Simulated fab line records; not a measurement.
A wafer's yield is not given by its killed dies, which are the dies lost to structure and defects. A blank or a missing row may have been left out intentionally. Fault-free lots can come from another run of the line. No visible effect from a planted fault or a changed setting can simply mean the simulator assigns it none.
fab line records -- flow gf180mcu
record: lots: 14, wafers: 42, last_day: 33
route steps=602 shown VT_IMPLANT@131 POLY_GATE@175 HV_LDD@208 CONTACT@311
lots that met no fault: taken from a fault-free run of the same line
start_h: hours from the record's first day to the start of the lot's first wafer shown -- wait_h: hours from the lot's prior step to this one -- " same as the row above -- L1.1+2: one row covering several wafers at once -- - value missing, or start not given -- * or withheld: withheld -- < > ~ a bound
route shown NAME@n: names a module that has steps shown in the file, with the first one's number in the route -- usual: mean and standard deviation over wafers with no fault -- same: alike in all rows -- chamber/n: place in a boat -- sites: each site's reading -- _std_site: their standard deviation -- _edge_site: inner sites' mean taken away from outer sites' mean -- radius_mm: how far each site lies from the wafer's centre -- mask NAME#n: copy n -- behind: the tool/chamber that last shaped the wafer -- hold: cause of the lot's hold/its duration in hours/its outcome -- device: the transistor (n, p or np) that didn't switch -- end of line: the same wafers' tests at the end of the route -- a step without rows: its recipe alone -- killed: dies lost to structure and defects at the first sort, not the wafer's yield -- map: the dies of a wafer, with x for killed, . for not killed, _ for no die there
set.NAME: the setting that was run; set.NAME@STEP: the one run at that earlier step -- model.NAME: the simulator's own value behind a step, which no gauge read
one table for each step of the route and one row for each wafer, over a sample of lots
services: from which hour (start_h, from the record's first day; less than 0 if before it) a tool's chamber was out of use, for how many hours, and why
== steps ==
step: GF_VT_IMPLANT_IMPLANT_41
recipe: species: As, energy_kev: 70, dose_cm2: 1.033e+12, tilt_deg: 7
usual: beam_energy_keV: 70.001/0.023
lot.wafer,tool,chamber,start_h,wait_h,beam_energy_keV
L478.3,implanter-03,0,158.79,0.1,70.040
L478.5,implanter-03,0,158.79,0.1,70.002
L478.6,implanter-03,0,158.79,0.1,70.041
L479.3,implanter-04,0,164.24,0.1,70.037
L479.4,implanter-04,0,164.24,0.1,70.038
L479.5,implanter-04,0,164.24,0.1,70.006
L480.1,implanter-04,0,175.49,0.0,70.001
L480.5,implanter-04,0,175.49,0.0,70.008
L480.6,implanter-04,0,175.49,0.0,69.983
L481.1,implanter-04,0,180.63,0.0,70.038
L481.5,implanter-04,0,180.63,0.0,69.995
L481.6,implanter-04,0,180.63,0.0,70.005
L482.1,implanter-02,0,182.94,0.0,69.979
L482.3,implanter-02,0,182.94,0.0,70.031
L482.4,implanter-02,0,182.94,0.0,69.969
L483.1,implanter-03,0,190.47,0.0,69.997
L483.4,implanter-03,0,190.47,0.0,70.000
L483.5,implanter-03,0,190.47,0.0,70.024
L484.1,implanter-04,0,197.57,0.0,69.968
L484.5,implanter-04,0,197.57,0.0,69.967
L484.6,implanter-04,0,197.57,0.0,69.950
L487.1,implanter-02,0,217.87,0.0,69.981
L487.2,implanter-02,0,217.87,0.0,69.977
L487.5,implanter-02,0,217.87,0.0,70.003
L488.1,implanter-03,0,225.09,0.0,69.981
L488.3,implanter-03,0,225.09,0.0,70.016
L488.6,implanter-03,0,225.09,0.0,70.020
L491.1,implanter-04,0,245.58,0.0,82.188
L491.3,implanter-04,0,245.58,0.0,82.176
L491.4,implanter-04,0,245.58,0.0,82.215
L492.1,implanter-04,0,253.84,0.0,82.176
L492.2,implanter-04,0,253.84,0.0,82.202
L492.3,implanter-04,0,253.84,0.0,82.196
L495.4,implanter-02,0,273.21,0.1,70.000
L495.5,implanter-02,0,273.21,0.1,70.028
L495.6,implanter-02,0,273.21,0.1,70.010
L496.2,implanter-03,0,277.54,0.0,70.015
L496.3,implanter-03,0,277.54,0.0,70.014
L496.6,implanter-03,0,277.54,0.0,69.973
L498.3,implanter-03,0,293.34,0.1,70.022
L498.4,implanter-03,0,293.34,0.1,69.997
L498.6,implanter-03,0,293.34,0.1,69.995
step: GF_VT_IMPLANT_TW_MEAS_43
usual: VT_IMPLANT_4_TW: 693/7.3
lot.wafer,tool,chamber,start_h,wait_h,VT_IMPLANT_4_TW
L478.3,film_metro-03,-,159.01,0.1,696
L478.5,film_metro-03,-,159.01,0.1,701
L478.6,film_metro-03,-,159.01,0.1,699
L479.3,film_metro-02,-,164.46,0.1,690
L479.4,film_metro-02,-,164.46,0.1,684
L479.5,film_metro-02,-,164.46,0.1,688
L480.1,film_metro-03,-,175.74,0.1,704
L480.5,film_metro-03,-,175.74,0.1,706
L480.6,film_metro-03,-,175.74,0.1,706
L481.1,film_metro-02,-,180.88,0.1,688
L481.5,film_metro-02,-,180.88,0.1,683
L481.6,film_metro-02,-,180.88,0.1,691
L482.1,film_metro-03,-,183.19,0.1,701
L482.3,film_metro-03,-,183.19,0.1,702
L482.4,film_metro-03,-,183.19,0.1,704
L483.1,film_metro-03,-,190.72,0.1,703
L483.4,film_metro-03,-,190.72,0.1,702
L483.5,film_metro-03,-,190.72,0.1,701
L484.1,film_metro-03,-,197.82,0.1,702
L484.5,film_metro-03,-,197.82,0.1,701
L484.6,film_metro-03,-,197.82,0.1,704
L487.1,film_metro-02,-,218.12,0.1,689
L487.2,film_metro-02,-,218.12,0.1,683
L487.5,film_metro-02,-,218.12,0.1,687
L488.1,film_metro-02,-,225.34,0.1,685
L488.3,film_metro-02,-,225.34,0.1,684
L488.6,film_metro-02,-,225.34,0.1,684
L491.1,film_metro-01,-,245.83,0.1,724
L491.3,film_metro-01,-,245.83,0.1,721
L491.4,film_metro-01,-,245.83,0.1,720
L492.1,film_metro-03,-,254.09,0.1,729
L492.2,film_metro-03,-,254.09,0.1,735
L492.3,film_metro-03,-,254.09,0.1,736
L495.4,film_metro-02,-,273.42,0.1,685
L495.5,film_metro-02,-,273.42,0.1,692
L495.6,film_metro-02,-,273.42,0.1,689
L496.2,film_metro-01,-,277.78,0.1,688
L496.3,film_metro-01,-,277.78,0.1,685
L496.6,film_metro-01,-,277.78,0.1,689
L498.3,film_metro-02,-,293.56,0.1,691
L498.4,film_metro-02,-,293.56,0.1,686
L498.6,film_metro-02,-,293.56,0.1,685
step: GF_POLY_GATE_CD_MEAS_18
usual: cd_nm: 280.1/2.1
lot.wafer,tool,chamber,start_h,wait_h,cd_nm
L478.3,cd_sem-02,-,201.51,0.1,281.0
L478.5,cd_sem-02,-,201.51,0.1,282.6
L478.6,cd_sem-02,-,201.51,0.1,281.4
L479.3,cd_sem-02,-,208.65,0.1,281.7
L479.4,cd_sem-02,-,208.65,0.1,278.1
L479.5,cd_sem-02,-,208.65,0.1,282.2
L480.1,cd_sem-02,-,216.84,0.1,279.7
L480.5,cd_sem-02,-,216.84,0.1,277.8
L480.6,cd_sem-02,-,216.84,0.1,279.4
L481.1,cd_sem-01,-,222.06,0.1,279.6
L481.5,cd_sem-01,-,222.06,0.1,278.8
L481.6,cd_sem-01,-,222.06,0.1,276.9
L482.1,cd_sem-01,-,224.90,0.1,278.3
L482.3,cd_sem-01,-,224.90,0.1,278.9
L482.4,cd_sem-01,-,224.90,0.1,280.1
L483.1,cd_sem-01,-,233.37,0.1,283.2
L483.4,cd_sem-01,-,233.37,0.1,281.9
L483.5,cd_sem-01,-,233.37,0.1,280.8
L484.1,cd_sem-02,-,241.28,0.1,279.4
L484.5,cd_sem-02,-,241.28,0.1,282.1
L484.6,cd_sem-02,-,241.28,0.1,280.8
L487.1,cd_sem-02,-,260.97,0.1,281.9
L487.2,cd_sem-02,-,260.97,0.1,278.3
L487.5,cd_sem-02,-,260.97,0.1,278.7
L488.1,cd_sem-01,-,270.64,0.1,282.8
L488.3,cd_sem-01,-,270.64,0.1,277.4
L488.6,cd_sem-01,-,270.64,0.1,281.8
L491.1,cd_sem-01,-,292.12,0.1,283.5
L491.3,cd_sem-01,-,292.12,0.1,283.3
L491.4,cd_sem-01,-,292.12,0.1,280.1
L492.1,cd_sem-01,-,301.32,0.1,282.5
L492.2,cd_sem-01,-,301.32,0.1,280.1
L492.3,cd_sem-01,-,301.32,0.1,279.9
L495.4,cd_sem-02,-,322.23,0.1,280.0
L495.5,cd_sem-02,-,322.23,0.1,279.5
L495.6,cd_sem-02,-,322.23,0.1,282.2
L496.2,cd_sem-02,-,327.85,0.1,280.1
L496.3,cd_sem-02,-,327.85,0.1,277.7
L496.6,cd_sem-02,-,327.85,0.1,277.6
L498.3,cd_sem-01,-,343.88,0.1,280.5
L498.4,cd_sem-01,-,343.88,0.1,278.7
L498.6,cd_sem-01,-,343.88,0.1,279.3
step: GF_HV_LDD_OVL_MEAS_32
usual: HV_LDD_02_OVL: 0.4/1.5
lot.wafer,tool,chamber,start_h,wait_h,HV_LDD_02_OVL[nm]
L478.3,overlay-01,-,255.98,0.1,1.9
L478.5,overlay-01,-,255.98,0.1,0.9
L478.6,overlay-01,-,255.98,0.1,2.2
L479.3,overlay-02,-,263.73,0.1,-0.6
L479.4,overlay-02,-,263.73,0.1,0.9
L479.5,overlay-02,-,263.73,0.1,-2.1
L480.1,overlay-01,-,272.92,0.1,-0.1
L480.5,overlay-01,-,272.92,0.1,1.0
L480.6,overlay-01,-,272.92,0.1,-1.2
L481.1,overlay-02,-,277.86,0.1,-1.7
L481.5,overlay-02,-,277.86,0.1,-0.3
L481.6,overlay-02,-,277.86,0.1,0.0
L482.1,overlay-01,-,281.86,0.1,1.1
L482.3,overlay-01,-,281.86,0.1,2.0
L482.4,overlay-01,-,281.86,0.1,0.7
L483.1,overlay-01,-,290.88,0.1,-0.6
L483.4,overlay-01,-,290.88,0.1,-1.8
L483.5,overlay-01,-,290.88,0.1,-2.2
L484.1,overlay-01,-,298.85,0.1,0.1
L484.5,overlay-01,-,298.85,0.1,-0.6
L484.6,overlay-01,-,298.85,0.1,0.0
L487.1,overlay-02,-,321.96,0.1,1.0
L487.2,overlay-02,-,321.96,0.1,2.1
L487.5,overlay-02,-,321.96,0.1,1.0
L488.1,overlay-02,-,331.67,0.1,1.3
L488.3,overlay-02,-,331.67,0.1,2.4
L488.6,overlay-02,-,331.67,0.1,1.8
L491.1,overlay-01,-,356.30,0.1,3.2
L491.3,overlay-01,-,356.30,0.1,3.4
L491.4,overlay-01,-,356.30,0.1,4.5
L492.1,overlay-02,-,364.26,0.1,-2.2
L492.2,overlay-02,-,364.26,0.1,-1.9
L492.3,overlay-02,-,364.26,0.1,-0.6
L495.4,overlay-01,-,386.67,0.1,-0.9
L495.5,overlay-01,-,386.67,0.1,-1.2
L495.6,overlay-01,-,386.67,0.1,1.1
L496.2,overlay-01,-,394.47,0.1,-1.2
L496.3,overlay-01,-,394.47,0.1,2.0
L496.6,overlay-01,-,394.47,0.1,1.8
L498.3,overlay-02,-,410.53,0.1,2.0
L498.4,overlay-02,-,410.53,0.1,1.6
L498.6,overlay-02,-,410.53,0.1,1.0
step: GF_CONTACT_CVD_24
recipe: material: W, target_thk_nm: 300, time_s: 90.339, temp_c: 400, pressure_torr: 40
usual: heater_power_outer_w: 504/43, heater_power_w: 824/56
lot.wafer,tool,chamber,start_h,wait_h,heater_power_outer_w,heater_power_w
L478.3,cvd_w-01,0,364.74,0.1,453,792
L478.5,cvd_w-01,1,364.74,0.1,559,893
L478.6,cvd_w-01,0,364.74,0.1,457,769
L479.3,cvd_w-01,1,375.79,0.1,563,920
L479.4,cvd_w-01,0,375.79,0.1,461,776
L479.5,cvd_w-01,1,375.79,0.1,562,880
L480.1,cvd_w-02,1,385.35,0.0,462,746
L480.5,cvd_w-02,0,385.35,0.0,529,843
L480.6,cvd_w-02,1,385.35,0.0,465,746
L481.1,cvd_w-01,1,389.36,0.0,577,879
L481.5,cvd_w-01,0,389.36,0.0,451,792
L481.6,cvd_w-01,1,389.36,0.0,550,890
L482.1,cvd_w-01,0,396.42,0.0,461,792
L482.3,cvd_w-01,0,396.42,0.0,445,791
L482.4,cvd_w-01,1,396.42,0.0,575,905
L483.1,cvd_w-01,0,405.60,0.0,457,771
L483.4,cvd_w-01,0,405.60,0.0,463,799
L483.5,cvd_w-01,0,405.60,0.0,457,774
L484.1,cvd_w-01,1,415.71,0.0,559,871
L484.5,cvd_w-01,1,415.71,0.0,549,887
L484.6,cvd_w-01,0,415.71,0.0,458,786
L487.1,cvd_w-02,0,441.66,0.0,507,805
L487.2,cvd_w-02,1,441.66,0.0,472,748
L487.5,cvd_w-02,0,441.66,0.0,500,779
L488.1,cvd_w-01,1,452.85,0.0,553,898
L488.3,cvd_w-01,1,452.85,0.0,556,890
L488.6,cvd_w-01,0,452.85,0.0,469,801
L491.1,cvd_w-01,1,480.40,0.0,546,905
L491.3,cvd_w-01,1,480.40,0.0,569,907
L491.4,cvd_w-01,0,480.40,0.0,465,786
L492.1,cvd_w-01,0,487.41,0.0,458,800
L492.2,cvd_w-01,1,487.41,0.0,567,910
L492.3,cvd_w-01,0,487.41,0.0,475,801
L495.4,cvd_w-01,0,512.49,0.1,462,806
L495.5,cvd_w-01,1,512.49,0.1,557,888
L495.6,cvd_w-01,0,512.49,0.1,443,784
L496.2,cvd_w-02,0,519.72,0.0,507,818
L496.3,cvd_w-02,1,519.72,0.0,475,760
L496.6,cvd_w-02,1,519.72,0.0,474,733
L498.3,cvd_w-02,0,538.46,0.1,507,813
L498.4,cvd_w-02,1,538.46,0.1,488,764
L498.6,cvd_w-02,0,538.46,0.1,499,826
== services ==
tool,chamber,start_h,hours,kind
cvd_w-02,0,146.88,2.6,repair
cvd_w-01,-,150.77,1.1,repair
cvd_w-01,-,173.33,2.8,pm
implanter-02,-,174.96,2.4,repair
cvd_w-01,-,206.27,1.1,repair
implanter-03,-,254.49,8.1,repair
cvd_w-02,-,265.01,0.7,repair
cvd_w-02,-,274.94,1.0,repair
implanter-04,-,291.08,5.5,repair
implanter-03,-,296.43,0.9,repair
implanter-03,-,312.77,5.7,repair
implanter-02,-,359.89,2.7,repair
implanter-03,-,367.75,8.0,repair
cvd_w-01,-,376.71,3.8,pm
cvd_w-02,-,390.00,14.0,pm
cvd_w-02,0,390.00,14.0,vent_cycle
cvd_w-02,1,390.00,14.0,vent_cycle
implanter-02,-,396.35,3.7,repair
cvd_w-02,0,404.00,-,clean
implanter-02,-,436.16,4.3,pm
implanter-04,-,438.53,4.7,repair
cvd_w-02,-,449.98,3.8,pm
implanter-04,-,451.05,2.5,repair
implanter-03,-,455.56,4.9,pm
== key ==
first_sign: step: GF_VT_IMPLANT_IMPLANT_41, reading: beam_energy_keV, direction: up, sigmas: 99+, usual: 70.001, struck: 82.192
effect: step: GF_VT_IMPLANT_TW_MEAS_43, reading: VT_IMPLANT_4_TW, direction: up, sigmas: 4.8, usual: 693, struck: 727
met_at GF_VT_IMPLANT_IMPLANT_41
struck_lots L491,L492
tester_left_out L491,L492
not_acting_at GF_POLY_GATE_CD_MEAS_18,GF_HV_LDD_OVL_MEAS_32,GF_CONTACT_CVD_24
onset_between 197.57 245.58
fault: kind: process_parameter_drift, tool: implanter-04, chamber: -, onset_h: 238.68, steps: GF_VT_IMPLANT_IMPLANT_41, channel: energy_kev, offset: 12.186, shape: step, end_h: 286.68, acts_in: these_recipes_only, stated: 70
tester_left_out: of these lots the tester's yield and bins aren't shown, on N5 and GAA mostly nor the transistor test; their killed dies are dies lost to structure and defects alone, not to doping, threshold or leakage, so they don't give the yield
